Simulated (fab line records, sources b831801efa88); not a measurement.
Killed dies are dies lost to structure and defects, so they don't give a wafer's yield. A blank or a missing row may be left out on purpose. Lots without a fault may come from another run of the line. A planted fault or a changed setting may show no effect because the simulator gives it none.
Chamber matching | flow gf180mcu | GF_V4_ETCH_16 on rie_diel-02: 4 sister chambers
The step etches BARC in N2/H2. 8 wafers are shown with their chamber, then 6 later ones without.

WAFERS WITH THEIR CHAMBER
wafer  | chamber | drypump_motor_current_A (A) | throttle_valve_pct (%)
L972.6 | 0       | 5.3                         | 13.219
L973.4 | 0       | 5.2                         | 13.208
L979.6 | 3       | 6.1                         | 13.226
L981.2 | 1       | 5.4                         | 13.225
L981.3 | 2       | 6.5                         | 13.235
L981.6 | 2       | 6.5                         | 13.241
L982.2 | 1       | 5.4                         | 13.233
L982.4 | 3       | 6.1                         | 13.216

WAFERS WITHOUT THEIR CHAMBER
wafer  | drypump_motor_current_A (A) | throttle_valve_pct (%)
L982.6 | 6.5                         | 13.221
L990.2 | 6.1                         | 13.234
L990.4 | 6.5                         | 13.236
L990.6 | 5.4                         | 13.225
L991.1 | 6.1                         | 13.232
L991.5 | 6.1                         | 13.215

WHICH CHAMBER EACH WENT THROUGH
wafer  | from the rows above | in truth
L982.6 | 2                   | 2
L990.2 | 3                   | 3
L990.4 | 2                   | 2
L990.6 | 1                   | 1
L991.1 | 3                   | 3
L991.5 | 3                   | 3
Placed correctly: 6 of 6. Can't be placed from these rows: 0. Placed wrongly: 0.
How it was worked out, from the rows above alone: a wafer's distance from a chamber is the root of the sum, over the readings, of the square of ((its reading less the chamber's mean) divided by the reading's scatter). The wafer belongs to the nearest chamber; if the next one is less than 2 further off, it can't be placed. A chamber's mean is the mean of its shown wafers. The scatter: the root of (the sum of the squares of (reading less its chamber's mean) over the shown wafers, divided by (wafers less chambers)).
